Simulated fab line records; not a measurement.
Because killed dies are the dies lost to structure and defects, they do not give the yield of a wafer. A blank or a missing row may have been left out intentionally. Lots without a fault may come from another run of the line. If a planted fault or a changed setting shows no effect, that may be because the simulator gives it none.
Matching of chambers	flow gf180mcu	GF_HV_LDD_ETCHBACK_58 on rie diel-04: 4 sister chambers
The step etches Si3N4 in CH3F/O2, stops on SiO2, time 100 s, target depth 90 nm. 4 wafers are shown with their chamber, then 7 later ones without.

## WAFERS WITH THEIR CHAMBER
wafer	chamber	throttle valve pct (%)
L655.3	1	10.570
L655.4	0	10.544
L656.3	3	10.557
L656.4	2	10.558

## WAFERS WITHOUT THEIR CHAMBER
wafer	throttle valve pct (%)
L656.6	10.563
L664.1	10.540
L664.2	10.554
L664.6	10.571
L665.1	10.553
L665.5	10.578
L665.6	10.561

## CHAMBER TAKEN BY EACH
wafer	from the rows above	in truth
L656.6	can't be placed: 2 or 3 or 1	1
L664.1	0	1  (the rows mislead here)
L664.2	can't be placed: 3 or 2 or 0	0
L664.6	1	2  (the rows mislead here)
L665.1	can't be placed: 3 or 2 or 0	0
L665.5	1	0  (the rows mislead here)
L665.6	can't be placed: 2 or 3 or 1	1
Correctly placed: 0 of 7. Cannot be placed on the basis of these rows: 4; the candidates contain the true chamber in 4. 3 placed wrongly.
How it was worked out, from the rows above alone: a wafer's distance from a chamber is the root of the sum, over the readings, of the square of ((its reading less the chamber's mean) divided by the reading's scatter). The wafer belongs to the nearest chamber; if the next one is less than 2 further off, it can't be placed. The mean given for a chamber averages the wafers shown for that chamber. The scatter (one wafer shown for each chamber): square how far every hidden wafer sits from the nearest shown wafer, average those squares and take the square root.
